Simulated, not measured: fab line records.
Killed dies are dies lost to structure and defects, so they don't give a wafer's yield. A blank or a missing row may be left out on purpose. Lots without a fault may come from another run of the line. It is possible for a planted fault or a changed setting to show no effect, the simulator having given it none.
8D (eight disciplines) problem report, filled in by code / flow sfq-line / the parts of the form that need people (team, actions taken, sign-off) are left out

== 1. THE ISSUE ==
At SFQ_TRILAYER_I3_CMP_CMP_082, platen-rpm averages 66.01 rpm over 3 wafers from 2 lots, while fault-free wafers read 59.99 rpm, standard deviation 0.044. That is +99 or more standard deviations from the usual mean.
The step: polishes SiO2.
Earliest sighting: wafer L296.5 on cmp-02 at day 34 19:02. Wafers with a number at this step in the record: 42, from 14 lots. By rule, "out" or "out of limits" means more than 4 standard deviations away from the usual mean. The other wafers with a number count as sound.

== 2. WHAT IT IS, AND WHAT IT ISN'T ==
question=which readings at this step | is=platen-rpm | is not=motor-current-A
question=which lots | is=L296, L297 | is not=L286, L288, L289, L290, L292, L293, L294, L303, L306, L307, L308, L309
question=which wafers of those lots | is=L296.5, L297.4, L297.6 | is not=L296.1, L296.4, L297.2
question=read on which tools | is=cmp-02 | is not=cmp-01
question=when | is=from day 34 19:02 | is not=up to then (23 sound wafers); but 16 sound wafers of L297, L303, L306, L307, L308, L309 came after

== 3. THE SUSPECTS, EACH WITH WHAT RULES IT OUT ==
Counting: if a tool at a process step up to the reading ran every lot that is out, it stays a suspect. Sound lots after the first of them don't rule it out here, since some wafers of a struck lot are sound.
- cmp-02 at SFQ_TRILAYER_I3_CMP_CMP_082 (polishes SiO2): kept. Ran every lot that is out, first one L296 (day 34 17:32); last sound lot up to then L294 (day 34 05:32). Its own platen-rpm readings are out on those wafers.
- Within cmp-02 at SFQ_TRILAYER_I3_CMP_CMP_082: the wafers that are out ran in chamber 2; their sound lot-mates ran in chambers 0, 1, 3.
The count leaves cmp-02 at SFQ_TRILAYER_I3_CMP_CMP_082.

== 4. THE CAUSE (what the simulator had put in) ==
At SFQ_TRILAYER_I3_CMP_CMP_082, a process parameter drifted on cmp-02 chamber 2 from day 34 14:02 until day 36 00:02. Setting platen-rpm, moved by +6, from 60. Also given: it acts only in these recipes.
This tool alone remained once counting was done.

== 5. THE EFFECT CHAIN, in route order ==
One row per reading whose mean, taken over the struck wafers that have a number, lies over 3 standard deviations from the usual. Readings are gone through only where the record gives a usual standard deviation; hours: the median, over the lots, of the time from a lot's start at the first step in this table giving one to that lot's start at this step; sigmas: the change measured in usual standard deviations.
hours=0; step=SFQ_TRILAYER_I3_CMP_CMP_082; reading=platen-rpm; usual=59.99 rpm; on struck wafers=66.01; change=+6.02; sigmas=+99 or more
Process steps it contains:
- SFQ_TRILAYER_I3_CMP_CMP_082: polishes SiO2.
At these later measuring or inspecting steps, every struck wafer for which the step has a row has a number for every such reading, and none has moved that far: SFQ_JJ_OVL_MEAS_931.

== 6. HOW IT WOULD HAVE BEEN CAUGHT EARLIER ==
The fault began at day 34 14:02; the first out-of-limits reading in this record came at day 34 19:02, 5 hours later.
